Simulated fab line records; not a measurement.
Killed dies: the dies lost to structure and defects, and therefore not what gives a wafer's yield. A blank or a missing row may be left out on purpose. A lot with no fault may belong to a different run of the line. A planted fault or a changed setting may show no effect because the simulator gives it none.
fab line records    flow sky130
record: lots: 11  wafers: 33  last-day: 50
route steps=708 shown VIA3@595 METAL4@633 METAL5@664 PASSIVATION@683
lots that met no fault: from a run of the same line without faults
start-h: hours from the record's first day to the start of the lot's first wafer shown    wait-h: hours from the lot's prior step to this one    " the same as in the row above    L1.1+2: a row that stands for several wafers    - either no value or no given start    * or withheld: withheld    < > ~ a bound
route shown NAME@n: names a module that has steps shown in the file, with the first one's number in the route    usual: average and standard deviation across the fault-free wafers    same: alike in all rows    chamber/n: place in a boat    sites: readings site by site    _std_site: the standard deviation of these    _edge_site: inner sites' mean taken away from outer sites' mean    radius-mm: how far each site lies from the wafer's centre    mask NAME#n: copy n    behind: tool/chamber where the wafer was last shaped    hold: why the lot went on hold/how many hours it stayed there/how the hold came to an end    device: the transistor (n, p or np) that didn't switch    end of line: the route-end tests of the same wafers    a step with no rows: only its recipe    killed: the dies lost at the first sort to structure and to defects; this is not the yield of the wafer    map: the dies of a wafer, with x for killed, . for not killed, _ for no die there
set.NAME: setting as actually run; set.NAME@STEP: the setting as run at that earlier step    model.NAME: the simulator's own value behind a step, which no gauge read
one table for each step of the route and one row for each wafer, over a sample of lots
services: a tool's chamber out of use, with start hour (start-h, from the record's first day; less than 0 if before it), hours out, and reason
== steps ==
step: SKY_VIA3_RS_MEAS_22
recipe: thk-meas-gauge: four-point-probe  reads: W_of_VIA3_CVD_21+TiN_of_VIA3_SPUTTER_20
usual: VIA3_W_RS: 0.293/0.0038
lot.wafer  tool           chamber  start-h  wait-h  VIA3_W_RS[ohm/sq]
L129.2     film-metro-04  -        939.20   0.1     0.292
L129.4     "              -        "        "       0.290
L129.6     "              -        "        "       0.291
L131.1     film-metro-04  -        947.07   0.1     0.296
L131.3     "              -        "        "       0.294
L131.5     "              -        "        "       0.293
L133.2     film-metro-04  -        961.04   0.1     0.289
L133.3     "              -        "        "       0.286
L133.6     "              -        "        "       0.289
L141.2     film-metro-04  -        1019.38  0.1     0.293
L141.4     "              -        "        "       0.298
L141.6     "              -        "        "       0.294
L143.1     film-metro-02  -        1034.24  0.1     0.295
L143.4     "              -        "        "       0.293
L143.5     "              -        "        "       0.291
L144.2     film-metro-04  -        1044.14  0.1     0.290
L144.3     "              -        "        "       0.292
L144.4     "              -        "        "       0.294
L145.1     film-metro-04  -        1045.09  0.1     0.290
L145.2     "              -        "        "       0.292
L145.6     "              -        "        "       0.293
L146.1     film-metro-04  -        1052.49  0.1     0.293
L146.3     "              -        "        "       0.291
L146.6     "              -        "        "       0.291
L147.1     film-metro-02  -        1064.32  0.1     0.298
L147.2     "              -        "        "       0.295
L147.4     "              -        "        "       0.293
L148.2     film-metro-04  -        1065.44  0.1     0.288
L148.5     "              -        "        "       0.290
L148.6     "              -        "        "       0.290
L149.3     film-metro-03  -        1076.66  0.1     0.290
L149.4     "              -        "        "       0.291
L149.5     "              -        "        "       0.292
step: SKY_METAL4_ETCH_17
recipe: target: SiO2  stop-on: TiN  chemistry: C4F8/O2/Ar  source-w: 1500  bias-w: 1200  pressure-mtorr: 40  c4f8-flow-sccm: withheld  O2_flow_sccm: 6  Ar_flow_sccm: 300  time-s: 3.9  target-depth-a: 150
usual: oes-product-au: 0.753/0.0076
lot.wafer  tool         chamber  start-h  wait-h  oes-product-au
L129.2     rie-diel-04  0        988.71   0.1     0.752
L129.4     "            1        "        "       0.748
L129.6     "            2        "        "       0.755
L131.1     rie-diel-02  3        996.67   0.1     0.743
L131.3     "            2        "        "       0.759
L131.5     "            0        "        "       0.767
L133.2     rie-diel-03  0        1010.91  0.1     0.752
L133.3     "            1        "        "       0.755
L133.6     "            2        "        "       0.762
L141.2     rie-diel-03  3        1065.58  0.1     0.760
L141.4     "            0        "        "       0.760
L141.6     "            3        "        "       0.770
L143.1     rie-diel-04  0        1079.42  0.1     0.754
L143.4     "            2        "        "       0.759
L143.5     "            2        "        "       0.757
L144.2     rie-diel-04  0        1088.82  0.1     0.746
L144.3     "            1        "        "       0.747
L144.4     "            3        "        "       0.757
L145.1     rie-diel-04  0        1090.33  0.1     0.754
L145.2     "            3        "        "       0.748
L145.6     "            0        "        "       0.759
L146.1     rie-diel-02  3        1095.65  0.2     0.765
L146.3     "            1        "        "       0.738
L146.6     "            1        "        "       0.753
L147.1     rie-diel-04  3        1107.58  0.1     0.746
L147.2     "            1        "        "       0.753
L147.4     "            3        "        "       0.762
L148.2     rie-diel-03  3        1109.37  0.1     0.742
L148.5     "            2        "        "       0.745
L148.6     "            3        "        "       0.739
L149.3     rie-diel-04  1        1118.83  0.0     0.743
L149.4     "            0        "        "       0.747
L149.5     "            3        "        "       0.754
step: SKY_METAL5_SPUTTER_03
recipe: material: Ti  target-thk-nm: 5  power-w: 3000  time-s: 3.3  chamber-pressure-pa: 0.4
usual: throttle-valve-pct: 30.0/0.94
lot.wafer  tool            chamber  start-h  wait-h  throttle-valve-pct
L129.2     pvd-sputter-03  -        1015.19  0.0     31.4
L129.4     "               -        "        "       30.6
L129.6     "               -        "        "       29.2
L131.1     pvd-sputter-04  -        1023.03  0.0     30.8
L131.3     "               -        "        "       30.6
L131.5     "               -        "        "       30.9
L133.2     pvd-sputter-01  -        1036.90  0.0     31.1
L133.3     "               -        "        "       29.7
L133.6     "               -        "        "       29.4
L141.2     pvd-sputter-03  -        1088.99  0.0     30.8
L141.4     "               -        "        "       29.2
L141.6     "               -        "        "       30.5
L143.1     pvd-sputter-04  -        1102.53  0.0     30.5
L143.4     "               -        "        "       28.8
L143.5     "               -        "        "       30.4
L144.2     pvd-sputter-03  -        1111.73  0.0     29.1
L144.3     "               -        "        "       30.4
L144.4     "               -        "        "       30.9
L145.1     pvd-sputter-01  -        1113.46  0.0     29.9
L145.2     "               -        "        "       28.9
L145.6     "               -        "        "       27.8
L146.1     pvd-sputter-01  -        1118.08  0.0     29.7
L146.3     "               -        "        "       27.9
L146.6     "               -        "        "       29.1
L147.1     pvd-sputter-04  -        1130.12  0.0     30.2
L147.2     "               -        "        "       30.1
L147.4     "               -        "        "       30.5
L148.2     pvd-sputter-04  -        1131.53  0.0     30.1
L148.5     "               -        "        "       30.5
L148.6     "               -        "        "       29.2
L149.3     pvd-sputter-04  -        1140.37  0.0     29.8
L149.4     "               -        "        "       29.5
L149.5     "               -        "        "       30.2
step: SKY_PASSIVATION_CVD_02
recipe: material: Si3N4  target-thk-nm: 540  temp-c: 400  time-s: withheld  rf-w: 450
usual: heater-power-w: 756/100
lot.wafer  tool      chamber  start-h  wait-h  heater-power-w
L129.2     pecvd-03  2        1038.88  0.0     706
L129.4     "         0        "        "       813
L129.6     "         2        "        "       727
L131.1     pecvd-03  0        1045.92  0.1     789
L131.3     "         1        "        "       735
L131.5     "         1        "        "       770
L133.2     pecvd-03  2        1059.93  0.0     782
L133.3     "         0        "        "       768
L133.6     "         0        "        "       781
L141.2     pecvd-02  0        1110.38  0.0     875
L141.4     "         1        "        "       872
L141.6     "         2        "        "       649
L143.1     pecvd-03  2        1123.32  0.1     751
L143.4     "         2        "        "       620
L143.5     "         1        "        "       749
L144.2     pecvd-02  1        1131.58  0.0     797
L144.3     "         0        "        "       985
L144.4     "         2        "        "       534
L145.1     pecvd-03  0        1134.16  0.1     792
L145.2     "         1        "        "       731
L145.6     "         0        "        "       808
L146.1     pecvd-03  1        1138.31  0.1     692
L146.3     "         2        "        "       702
L146.6     "         1        "        "       721
L147.1     pecvd-02  0        1149.16  0.1     1001
L147.2     "         2        "        "       682
L147.4     "         1        "        "       849
L148.2     pecvd-01  2        1151.26  0.0     730
L148.5     "         1        "        "       712
L148.6     "         2        "        "       589
L149.3     pecvd-03  1        1159.49  0.0     771
L149.4     "         1        "        "       636
L149.5     "         2        "        "       763
step: SKY_PASSIVATION_THK_MEAS_03
recipe: reads: Si3N4_of_PASSIVATION_CVD_02
usual: PASSIVATION_CVD_02_THK: 541/6
lot.wafer  tool           chamber  start-h  wait-h  PASSIVATION_CVD_02_THK[nm]
L129.2     film-metro-02  -        1039.11  -       532
L129.4     "              -        "        "       536
L129.6     "              -        "        "       542
L131.1     film-metro-04  -        1046.15  -       672
L131.3     "              -        "        "       546
L131.5     "              -        "        "       549
L133.2     film-metro-02  -        1060.16  -       545
L133.3     "              -        "        "       672
L133.6     "              -        "        "       683
L141.2     film-metro-03  -        1110.62  -       531
L141.4     "              -        "        "       542
L141.6     "              -        "        "       541
L143.1     film-metro-04  -        1123.55  -       535
L143.4     "              -        "        "       548
L143.5     "              -        "        "       537
L144.2     film-metro-02  -        1131.82  -       533
L144.3     "              -        "        "       532
L144.4     "              -        "        "       539
L145.1     film-metro-04  -        1134.39  -       527
L145.2     "              -        "        "       538
L145.6     "              -        "        "       538
L146.1     film-metro-02  -        1138.54  -       542
L146.3     "              -        "        "       539
L146.6     "              -        "        "       541
L147.1     film-metro-02  -        1149.38  -       540
L147.2     "              -        "        "       529
L147.4     "              -        "        "       542
L148.2     film-metro-04  -        1151.50  -       535
L148.5     "              -        "        "       550
L148.6     "              -        "        "       549
L149.3     film-metro-02  -        1159.73  -       536
L149.4     "              -        "        "       547
L149.5     "              -        "        "       543
step: SKY_PASSIVATION_ETCH_11
recipe: chemistry: CF4/O2  target-depth-nm: 725  stop-on: AlCu  source-w: 800  bias-w: 150  pressure-mtorr: 150  cf4-flow-sccm: 80  O2_flow_sccm: 10  time-s: 161.1
usual: cf4-flow-sccm: 79.98/0.24  drypump-motor-current-A: 5.8/0.4  oes-product-au: 0.980/0.0065  throttle-valve-pct: 5.965/0.0086
lot.wafer  tool         chamber  start-h  wait-h  cf4-flow-sccm  drypump-motor-current-A  oes-product-au  rf-hours-counter-h  throttle-valve-pct
L129.2     rie-diel-01  3        1061.28  -       80.44          5.4                      0.978           24                  5.961
L129.4     "            3        "        "       80.02          5.4                      0.986           -                   5.951
L129.6     "            1        "        "       79.45          6.0                      0.988           -                   5.968
L131.1     rie-diel-01  0        1068.28  -       79.87          5.6                      0.957           22                  5.965
L131.3     "            3        "        "       79.71          5.5                      0.991           24                  5.963
L131.5     "            3        "        "       79.90          5.5                      0.988           -                   5.965
L133.2     rie-diel-01  1        1080.59  -       80.27          6.0                      0.987           29                  5.978
L133.3     "            0        "        "       80.23          5.5                      0.956           23                  5.953
L133.6     "            3        "        "       79.56          5.4                      0.963           -                   5.957
L141.2     rie-diel-03  2        1129.99  -       80.09          4.8                      0.977           20                  5.967
L141.4     "            0        "        "       79.82          5.1                      0.978           14                  5.967
L141.6     "            3        "        "       79.34          5.9                      0.971           -                   5.958
L143.1     rie-diel-03  1        1141.78  -       79.86          6.0                      0.987           10                  5.971
L143.4     "            2        "        "       80.04          4.9                      0.989           21                  5.969
L143.5     "            0        "        "       79.90          5.1                      0.968           -                   5.973
L144.2     rie-diel-02  3        1150.28  -       80.00          5.8                      0.976           17                  5.976
L144.3     "            0        "        "       80.02          6.1                      0.975           17                  5.968
L144.4     "            0        "        "       80.16          6.1                      0.982           -                   5.967
L145.1     rie-diel-01  0        1152.18  -       80.69          5.6                      0.970           26                  5.977
L145.2     "            3        "        "       80.31          5.4                      0.979           28                  5.952
L145.6     "            3        "        "       80.17          5.5                      0.973           -                   5.976
L146.1     rie-diel-03  2        1156.24  -       80.05          4.9                      0.977           21                  5.964
L146.3     "            0        "        "       80.06          5.1                      0.977           15                  5.971
L146.6     "            0        "        "       80.06          5.1                      0.982           -                   5.968
L147.1     rie-diel-01  0        1166.73  -       79.86          5.5                      0.978           27                  5.955
L147.2     "            2        "        "       79.99          6.3                      0.973           24                  5.967
L147.4     "            1        "        "       79.70          6.0                      0.980           0                   5.957
L148.2     rie-diel-03  1        1169.08  -       80.39          6.0                      0.983           11                  5.969
L148.5     "            0        "        "       80.03          5.1                      0.988           -                   5.970
L148.6     "            1        "        "       79.63          5.9                      0.978           -                   5.977
L149.3     rie-diel-01  3        1176.68  -       80.01          5.4                      0.978           29                  5.975
L149.4     "            0        "        "       79.98          5.6                      0.991           27                  5.974
L149.5     "            2        "        "       79.89          6.3                      0.980           -                   5.960
== services ==
tool            chamber  start-h  hours  kind
rie-diel-04     2        998.71   12.8   repair
pvd-sputter-04  -        1011.24  4.4    repair
rie-diel-04     -        1011.29  0.9    repair
pvd-sputter-04  -        1016.66  0.5    repair
pecvd-02        2        1017.32  10.0   repair
pvd-sputter-03  -        1032.92  2.4    repair
pvd-sputter-03  -        1033.82  6.5    repair
rie-diel-02     -        1039.33  0.6    repair
rie-diel-02     3        1049.67  6.0    repair
rie-diel-01     2        1050.09  15.1   repair
rie-diel-02     2        1055.51  132.0  repair
rie-diel-01     -        1056.81  0.7    repair
pvd-sputter-01  -        1056.92  4.1    repair
rie-diel-02     1        1057.29  6.6    repair
rie-diel-01     2        1067.18  4.9    repair
rie-diel-01     0        1068.83  3.0    repair
rie-diel-04     0        1074.72  2.0    repair
rie-diel-04     2        1094.67  14.6   repair
pvd-sputter-04  -        1103.35  14.7   repair
pvd-sputter-01  -        1109.91  2.4    repair
pvd-sputter-03  -        1117.58  3.7    repair
rie-diel-01     -        1123.23  4.0    pm
rie-diel-04     1        1165.02  14.6   repair
rie-diel-02     -        1172.80  2.1    repair
== key ==
first-sign: step: SKY_PASSIVATION_THK_MEAS_03  reading: PASSIVATION_CVD_02_THK  direction: up  sigmas: 22  usual: 541  struck: 676
effect: step: SKY_PASSIVATION_ETCH_11  reading: oes-product-au  direction: down  sigmas: 3.3  usual: 0.980  struck: 0.959
met-at SKY_PASSIVATION_CVD_02
struck-lots L131,L133
struck-wafers L131.1,L133.3,L133.6
not-acting-at SKY_VIA3_RS_MEAS_22,SKY_METAL4_ETCH_17,SKY_METAL5_SPUTTER_03
onset-between 1038.88 1045.92
fault: kind: process-parameter-drift  tool: pecvd-03  chamber: 0  onset-h: 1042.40  steps: SKY_PASSIVATION_CVD_02  channel: target-thk-nm  offset: 138.81  shape: step  end-h: 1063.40  acts-in: these-recipes-only  stated: 540
